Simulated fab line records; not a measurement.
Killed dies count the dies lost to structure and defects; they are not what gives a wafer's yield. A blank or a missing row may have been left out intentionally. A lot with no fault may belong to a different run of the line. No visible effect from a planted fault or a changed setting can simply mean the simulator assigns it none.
Check of tool commonality || flow gf180mcu || Sampled: 14 lots, 42 wafers

## REASON IT WAS OPENED
GF_VT_IMPLANT_TW_MEAS_32, reading VT_IMPLANT_3_TW: flagged on 3 of 14 lots. No-fault wafers: 266.9, standard deviation 1.7.
Rule: a lot is flagged in two cases, either no wafer of it has a number, or all its wafers with numbers fall more than 4 standard deviations from that mean. The rest of the lots are taken to be sound.

{"lot": "L127", "measured": "day 7 04:02", "on": "film_metro-01", "VT_IMPLANT_3_TW, wafer by wafer": "268.3 269.3 270.4", "flag": ""}
{"lot": "L128", "measured": "day 7 07:47", "on": "film_metro-04", "VT_IMPLANT_3_TW, wafer by wafer": "266.7 266.8 266.3", "flag": ""}
{"lot": "L132", "measured": "day 8 13:03", "on": "film_metro-04", "VT_IMPLANT_3_TW, wafer by wafer": "265.1 265.0 267.2", "flag": ""}
{"lot": "L133", "measured": "day 8 19:38", "on": "film_metro-04", "VT_IMPLANT_3_TW, wafer by wafer": "267.2 266.3 266.0", "flag": ""}
{"lot": "L134", "measured": "day 9 00:29", "on": "film_metro-04", "VT_IMPLANT_3_TW, wafer by wafer": "265.2 266.2 265.1", "flag": ""}
{"lot": "L135", "measured": "day 9 06:33", "on": "film_metro-03", "VT_IMPLANT_3_TW, wafer by wafer": "326.3 327.2 327.0", "flag": "FLAGGED"}
{"lot": "L136", "measured": "day 9 15:15", "on": "film_metro-04", "VT_IMPLANT_3_TW, wafer by wafer": "327.3 327.4 328.3", "flag": "FLAGGED"}
{"lot": "L137", "measured": "day 9 19:57", "on": "film_metro-04", "VT_IMPLANT_3_TW, wafer by wafer": "266.3 267.2 265.9", "flag": ""}
{"lot": "L138", "measured": "day 10 00:39", "on": "film_metro-04", "VT_IMPLANT_3_TW, wafer by wafer": "264.5 265.8 265.3", "flag": ""}
{"lot": "L142", "measured": "day 11 02:46", "on": "film_metro-04", "VT_IMPLANT_3_TW, wafer by wafer": "265.1 268.5 267.1", "flag": ""}
{"lot": "L144", "measured": "day 11 14:38", "on": "film_metro-04", "VT_IMPLANT_3_TW, wafer by wafer": "328.3 329.8 328.9", "flag": "FLAGGED"}
{"lot": "L145", "measured": "day 11 21:59", "on": "film_metro-01", "VT_IMPLANT_3_TW, wafer by wafer": "268.7 270.4 270.1", "flag": ""}
{"lot": "L148", "measured": "day 12 15:14", "on": "film_metro-04", "VT_IMPLANT_3_TW, wafer by wafer": "267.7 267.9 267.5", "flag": ""}
{"lot": "L149", "measured": "day 12 22:46", "on": "film_metro-01", "VT_IMPLANT_3_TW, wafer by wafer": "268.0 270.4 270.6", "flag": ""}
Average over the flagged lots: 327.8; offset from the usual +60.9, equal to +36 standard deviations.

## LOT BY LOT: THE TOOL USED
2 process steps preceding the reading are held in the record, out of 602 steps in the route. Each cell gives the tool, then ch followed by the chambers the sampled wafers passed through, then the start.
{"lot": "L127", "flag": "", "GF_LVPWELL_STRIP_10": "plasma_asher-03 ch 0,1, day 4 03:15", "GF_VT_IMPLANT_IMPLANT_30": "implanter-02 ch 0, day 7 03:47"}
{"lot": "L128", "flag": "", "GF_LVPWELL_STRIP_10": "plasma_asher-03 ch 0,1, day 4 06:47", "GF_VT_IMPLANT_IMPLANT_30": "implanter-01 ch 0, day 7 07:32"}
{"lot": "L132", "flag": "", "GF_LVPWELL_STRIP_10": "plasma_asher-03 ch 0,1, day 5 05:59", "GF_VT_IMPLANT_IMPLANT_30": "implanter-01 ch 0, day 8 12:48"}
{"lot": "L133", "flag": "", "GF_LVPWELL_STRIP_10": "plasma_asher-03 ch 0,1, day 5 12:56", "GF_VT_IMPLANT_IMPLANT_30": "implanter-01 ch 0, day 8 19:23"}
{"lot": "L134", "flag": "", "GF_LVPWELL_STRIP_10": "plasma_asher-03 ch 0,1, day 5 17:27", "GF_VT_IMPLANT_IMPLANT_30": "implanter-03 ch 0, day 9 00:16"}
{"lot": "L135", "flag": "FLAGGED", "GF_LVPWELL_STRIP_10": "plasma_asher-03 ch 0,1, day 5 21:45", "GF_VT_IMPLANT_IMPLANT_30": "implanter-01 ch 0, day 9 05:56"}
{"lot": "L136", "flag": "FLAGGED", "GF_LVPWELL_STRIP_10": "plasma_asher-03 ch 0,1, day 6 06:59", "GF_VT_IMPLANT_IMPLANT_30": "implanter-03 ch 0, day 9 14:41"}
{"lot": "L137", "flag": "", "GF_LVPWELL_STRIP_10": "plasma_asher-02 ch 0,1, day 6 11:08", "GF_VT_IMPLANT_IMPLANT_30": "implanter-02 ch 0, day 9 19:42"}
{"lot": "L138", "flag": "", "GF_LVPWELL_STRIP_10": "plasma_asher-02 ch 0,1, day 6 15:04", "GF_VT_IMPLANT_IMPLANT_30": "implanter-01 ch 0, day 10 00:26"}
{"lot": "L142", "flag": "", "GF_LVPWELL_STRIP_10": "plasma_asher-02 ch 0,1, day 7 14:37", "GF_VT_IMPLANT_IMPLANT_30": "implanter-01 ch 0, day 11 02:33"}
{"lot": "L144", "flag": "FLAGGED", "GF_LVPWELL_STRIP_10": "plasma_asher-04 ch 0,1, day 8 01:46", "GF_VT_IMPLANT_IMPLANT_30": "implanter-01 ch 0, day 11 14:07"}
{"lot": "L145", "flag": "", "GF_LVPWELL_STRIP_10": "plasma_asher-02 ch 1, day 8 08:50", "GF_VT_IMPLANT_IMPLANT_30": "implanter-03 ch 0, day 11 21:46"}
{"lot": "L148", "flag": "", "GF_LVPWELL_STRIP_10": "plasma_asher-02 ch 0,1, day 9 01:37", "GF_VT_IMPLANT_IMPLANT_30": "implanter-01 ch 0, day 12 14:59"}
{"lot": "L149", "flag": "", "GF_LVPWELL_STRIP_10": "plasma_asher-04 ch 0,1, day 9 07:00", "GF_VT_IMPLANT_IMPLANT_30": "implanter-01 ch 0, day 12 22:31"}
What is done by these steps:
- GF_LVPWELL_STRIP_10: strips in O2/N2.
- GF_VT_IMPLANT_IMPLANT_30
- GF_VT_IMPLANT_TW_MEAS_32

## FLAGGED AGAINST TOTAL, ONE TOOL AT A TIME (gauges that did the reading follow at the end)
{"step": "GF_LVPWELL_STRIP_10", "tool": "plasma_asher-02", "lots run": 5, "flagged": 0, "share of the flagged lots": "none", "sound lots run after its first flagged lot": "-"}
{"step": "GF_LVPWELL_STRIP_10", "tool": "plasma_asher-03", "lots run": 7, "flagged": 2, "share of the flagged lots": "some", "sound lots run after its first flagged lot": 0}
{"step": "GF_LVPWELL_STRIP_10", "tool": "plasma_asher-04", "lots run": 2, "flagged": 1, "share of the flagged lots": "some", "sound lots run after its first flagged lot": "1 (L149)"}
{"step": "GF_VT_IMPLANT_IMPLANT_30", "tool": "implanter-01", "lots run": 9, "flagged": 2, "share of the flagged lots": "some", "sound lots run after its first flagged lot": "4 (L138,L142,L148,L149)"}
{"step": "GF_VT_IMPLANT_IMPLANT_30", "tool": "implanter-02", "lots run": 2, "flagged": 0, "share of the flagged lots": "none", "sound lots run after its first flagged lot": "-"}
{"step": "GF_VT_IMPLANT_IMPLANT_30", "tool": "implanter-03", "lots run": 3, "flagged": 1, "share of the flagged lots": "some", "sound lots run after its first flagged lot": "1 (L145)"}
{"step": "GF_VT_IMPLANT_TW_MEAS_32", "tool": "film_metro-01", "lots run": 3, "flagged": 0, "share of the flagged lots": "none", "sound lots run after its first flagged lot": "-"}
{"step": "GF_VT_IMPLANT_TW_MEAS_32", "tool": "film_metro-03", "lots run": 1, "flagged": 1, "share of the flagged lots": "some", "sound lots run after its first flagged lot": 0}
{"step": "GF_VT_IMPLANT_TW_MEAS_32", "tool": "film_metro-04", "lots run": 10, "flagged": 2, "share of the flagged lots": "some", "sound lots run after its first flagged lot": "4 (L137,L138,L142,L148)"}

## WHAT IS ALLOWED BY THE TABLE
No row of the table ran every flagged lot.

## WHAT WAS PUT IN BY THE SIMULATOR
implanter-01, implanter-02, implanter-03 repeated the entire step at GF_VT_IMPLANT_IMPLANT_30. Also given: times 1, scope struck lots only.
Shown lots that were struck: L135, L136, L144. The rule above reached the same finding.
